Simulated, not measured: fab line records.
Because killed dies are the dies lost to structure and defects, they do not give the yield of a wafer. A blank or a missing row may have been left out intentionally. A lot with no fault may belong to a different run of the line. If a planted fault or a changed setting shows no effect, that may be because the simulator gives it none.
Code-filled problem report in 8D (eight disciplines) form + flow sfq_line + the parts of the form that need people (team, actions taken, sign-off) are left out

1. THE PROBLEM
heater_power_total_W at SFQ_TRILAYER_I7_VIA_LITHO_PEB_190 reads a mean of 112.95 W on 5 wafers of 2 lots; wafers without a fault read 79.15 W with a standard deviation of 0.067. So: +99 or more standard deviations from the usual mean.
The step: peb time 60 s.
First observed at day 84 20:00: wafer L838.5, on litho_track-03. At this step, 41 wafers from 14 lots have a number in the record. By rule, "out" or "out of limits" means more than 4 standard deviations away from the usual mean. Any other wafer with a number is counted as sound.

2. WHAT IT IS AND WHAT IT IS NOT
| question                    | is                     | is not                                                                    |
|-----------------------------|------------------------|---------------------------------------------------------------------------|
| which readings at this step | heater_power_total_W   | exhaust_pa                                                                |
| which lots                  | L838, L841             | L820, L824, L826, L827, L828, L830, L831, L832, L833, L835, L842, L843    |
| which wafers of those lots  | all that have a number | -                                                                         |
| read on which tools         | litho_track-03         | litho_track-01, litho_track-04                                            |
| when                        | from day 84 20:00      | up to then (30 sound wafers); but 6 sound wafers of L842, L843 came after |

3. SUSPECTS, AND WHAT RULES EACH OUT
Counting: a tool stays on the suspect list if, at a process step up to the reading, it processed all lots that are out and no sound lot following the first of them.
- rie_metal-04 at SFQ_TRILAYER_M2_BARC_OPEN_METAL_ETCH_077 (etches BARC in O2, target depth 125 nm, time 43.11 s): ruled out as a lasting fault. The sound lots L842 went through it after L838, its earliest lot that is out (day 35 22:26).
- litho_track-03 at SFQ_TRILAYER_I7_VIA_LITHO_PEB_190 (peb time 60 s): kept. All lots that are out passed through it, beginning with L838 at day 84 20:00, and no sound lot followed; its final sound lot before that point was L835 at day 84 07:54. Out on those wafers are its own readings of heater_power_total_W.
The count leaves litho_track-03 at SFQ_TRILAYER_I7_VIA_LITHO_PEB_190.

4. THE CAUSE (what the simulator had put in)
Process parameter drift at SFQ_TRILAYER_I7_VIA_LITHO_PEB_190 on litho_track-03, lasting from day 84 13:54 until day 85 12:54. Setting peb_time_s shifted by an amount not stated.
This tool alone remained once counting was done.

5. THE CHAIN OF EFFECTS, in route order
One row per reading whose mean, taken over the struck wafers that have a number, lies over 3 standard deviations from the usual. Readings are gone through only where the record gives a usual standard deviation; hours: the median, over the lots, of the time from a lot's start at the first step in this table giving one to that lot's start at this step; sigmas: the change measured in usual standard deviations.
| hours | step                              | reading              | usual   | on struck wafers | change | sigmas      |
|-------|-----------------------------------|----------------------|---------|------------------|--------|-------------|
| 0     | SFQ_TRILAYER_I7_VIA_LITHO_PEB_190 | heater_power_total_W | 79.15 W | 112.95           | +33.80 | +99 or more |
Its process steps:
- SFQ_TRILAYER_I7_VIA_LITHO_PEB_190: peb time 60 s.
Readings that are blank on the struck wafers while sound wafers have them: I7_OVL at SFQ_I7_OVL_MEAS_947; exposure_dose_mJ_cm2 at SFQ_TRILAYER_M8_LITHO_EXPOSE_194; focus_offset_nm at SFQ_TRILAYER_M8_LITHO_EXPOSE_194.

6. WHAT WOULD HAVE CAUGHT IT SOONER
The fault began at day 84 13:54; the first out-of-limits reading in this record came at day 84 20:00, 6 hours later.
